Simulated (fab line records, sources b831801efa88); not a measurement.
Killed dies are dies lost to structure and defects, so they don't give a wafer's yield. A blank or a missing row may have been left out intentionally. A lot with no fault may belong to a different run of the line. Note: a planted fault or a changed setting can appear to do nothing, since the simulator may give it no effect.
2 desks, one fault	flow gf180mcu	every desk sees just its own numbers, and what lay behind them comes last

## AT THE METROLOGY DESK
What the gauges read, lot by lot, whatever tool the lot ran on: means of the sampled wafers that have a number. A lot is out of limits, marked OUT, if its mean lies more than 4 standard deviations from the usual mean; the brackets give that distance.
Columns: A = M5_OVL at GF_M5_OVL_MEAS_08, usual -2 nm; B = PASSIVATION_CVD_00_THK at GF_PASSIVATION_THK_MEAS_01, usual 997 nm
lot	first seen here	A	B
L253	day 26 08:19	-5	982
L254	day 27 05:00	-4	1008
L255	day 27 08:54	1	999
L256	day 27 15:47	-9	1004
L258	day 28 17:03	-3	1000
L260	day 28 22:23	3	987
L261	day 29 05:15	-6	981
L271	day 31 20:38	1	1011
L273	day 32 09:35	2	985
L274	day 32 18:45	-6	999
L275	day 32 20:49	-5	1010
L276	day 33 02:17	-2	1000
This desk found nothing out of limits on any of the 12 lots.

## FOR THE TOOL OWNER'S DESK: litho-track-03
The tool's own readings at GF_TOP_METAL_COAT_09 (resist thk 1500 nm): means of the sampled wafers that have a number, for each lot that ran on this tool. A lot is out of limits, marked OUT, if its mean lies more than 4 standard deviations from the usual mean; the brackets give that distance.
Columns: A = exhaust-pa at GF_TOP_METAL_COAT_09, usual 44.8 Pa
lot	first seen here	A
L255	day 28 16:41	44.0
L256	day 28 23:50	45.8
L258	day 30 01:26	43.9
L260	day 30 06:05	45.9
L261	day 30 12:41	44.8
L275	day 33 23:35	44.1
L276	day 34 04:28	44.1
This desk found nothing out of limits on any of the 7 lots.

## TAKEN TOGETHER
Nothing out of limits was seen by the metrology desk.
The tool owner's desk saw nothing out of limits.

## WHAT THE SIMULATOR PUT IN
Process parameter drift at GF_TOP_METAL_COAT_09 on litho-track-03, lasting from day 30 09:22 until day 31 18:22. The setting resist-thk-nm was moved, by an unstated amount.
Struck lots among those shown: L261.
